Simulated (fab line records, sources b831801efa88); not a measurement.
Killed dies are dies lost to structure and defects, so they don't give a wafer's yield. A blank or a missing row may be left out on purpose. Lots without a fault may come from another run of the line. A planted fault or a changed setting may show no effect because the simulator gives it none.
Which tool did it? | flow sfq_line | 13 lots, 39 wafers sampled, at 1 step of a route of 325

WHAT THE GAUGES READ, wafer by wafer
The record holds no reading of a measuring or inspecting step that can be judged against a usual standard deviation.

WHICH TOOL RAN EACH LOT (tool, then ch and the chambers of the sampled wafers, then the start)
lot  | SFQ_TRILAYER_I5_ETCH_VIA_ETCH_147
L721 | rie_diel-01 ch 0,1,2, day 58 20:27
L722 | rie_diel-01 ch 1,2,3, day 59 00:03
L723 | rie_diel-03 ch 0,1,3, day 59 02:27
L724 | rie_diel-02 ch 2,3, day 59 23:43
L725 | rie_diel-03 ch 0,1,3, day 67 22:10
L730 | rie_diel-03 ch 0,2,3, day 68 20:37
L731 | rie_diel-02 ch 0,2, day 68 21:49
L732 | rie_diel-01 ch 0,1,3, day 69 03:49
L733 | rie_diel-01 ch 0,1,2, day 69 08:47
L735 | rie_diel-01 ch 0,2,3, day 70 08:37
L737 | rie_diel-02 ch 0,1, day 71 00:13
L740 | rie_diel-01 ch 0,2, day 71 12:03
L742 | rie_diel-01 ch 0,3, day 71 16:49
- SFQ_TRILAYER_I5_ETCH_VIA_ETCH_147: etches the open film in CHF3, stops on Nb, target depth 360 nm.

WHAT THE TOOLS THEMSELVES READ (means of the sampled wafers that have a number; where no wafer has one, the mark that the record gives instead)
SFQ_TRILAYER_I5_ETCH_VIA_ETCH_147. Usual: drypump_motor_current_A 5.7 A, standard deviation 0.34; oes_product_au 0.989 a.u., standard deviation 0.0058; rf_fwd_power_W 498.1 W, standard deviation 1.5.
lot  | tool        | drypump_motor_current_A (A) | oes_product_au (a.u.) | rf_fwd_power_W (W) | flag
L721 | rie_diel-01 | 5.8                         | 0.990                 | 497.5              |
L722 | rie_diel-01 | 5.5                         | 0.982                 | 498.3              |
L723 | rie_diel-03 | 5.9                         | 0.988                 | 498.1              |
L724 | rie_diel-02 | 5.4                         | 0.989                 | 499.4              |
L725 | rie_diel-03 | 5.8                         | 0.993                 | 498.8              |
L730 | rie_diel-03 | 5.8                         | 0.988                 | 523.8              | OFF
L731 | rie_diel-02 | 5.8                         | 0.988                 | 497.6              |
L732 | rie_diel-01 | 5.6                         | 0.987                 | 498.1              |
L733 | rie_diel-01 | 5.8                         | 0.991                 | 498.1              |
L735 | rie_diel-01 | 5.6                         | 0.986                 | 498.0              |
L737 | rie_diel-02 | 6.0                         | 0.995                 | 497.2              |
L740 | rie_diel-01 | 5.8                         | 0.984                 | 497.6              |
L742 | rie_diel-01 | 5.6                         | 0.998                 | 498.7              |

THE ANSWER, worked out from the rows above alone
Rule: a lot is off if the mean of its wafers that have a number lies more than 3 standard deviations from the usual mean. A lot without any number at a reading at which 4 lots or more have one is off too. The other lots that the step has rows for count as sound. The gauges are gone through in route order, then the tools' own readings, and for those a lot's mean is taken as printed above. The first step at which some lot is off is used, and at that step the reading that is off furthest; a lot without a number counts as furthest.
Off: L730, at SFQ_TRILAYER_I5_ETCH_VIA_ETCH_147 (rf_fwd_power_W).
A tool fits if, at that step or a process step before it, it ran every lot that is off, and no sound lot after the first of them. One fits: rie_diel-03 at SFQ_TRILAYER_I5_ETCH_VIA_ETCH_147. Its last sound lot is L725 (day 67 22:10), its first lot that is off L730 (day 68 20:37): a fault that began between those two fits.
The tool's own readings at SFQ_TRILAYER_I5_ETCH_VIA_ETCH_147 bear it out: on the lots that are off they differ by more than 5 times the standard deviation of the sound lots' means. rf_fwd_power_W reads 523.8 W there against 498.1 W on the sound lots.

WHAT THE SIMULATOR HAD PUT IN
Process parameter drift: rie_diel-03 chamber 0, from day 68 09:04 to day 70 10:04, at SFQ_TRILAYER_I5_ETCH_VIA_ETCH_147. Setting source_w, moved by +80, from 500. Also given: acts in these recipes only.
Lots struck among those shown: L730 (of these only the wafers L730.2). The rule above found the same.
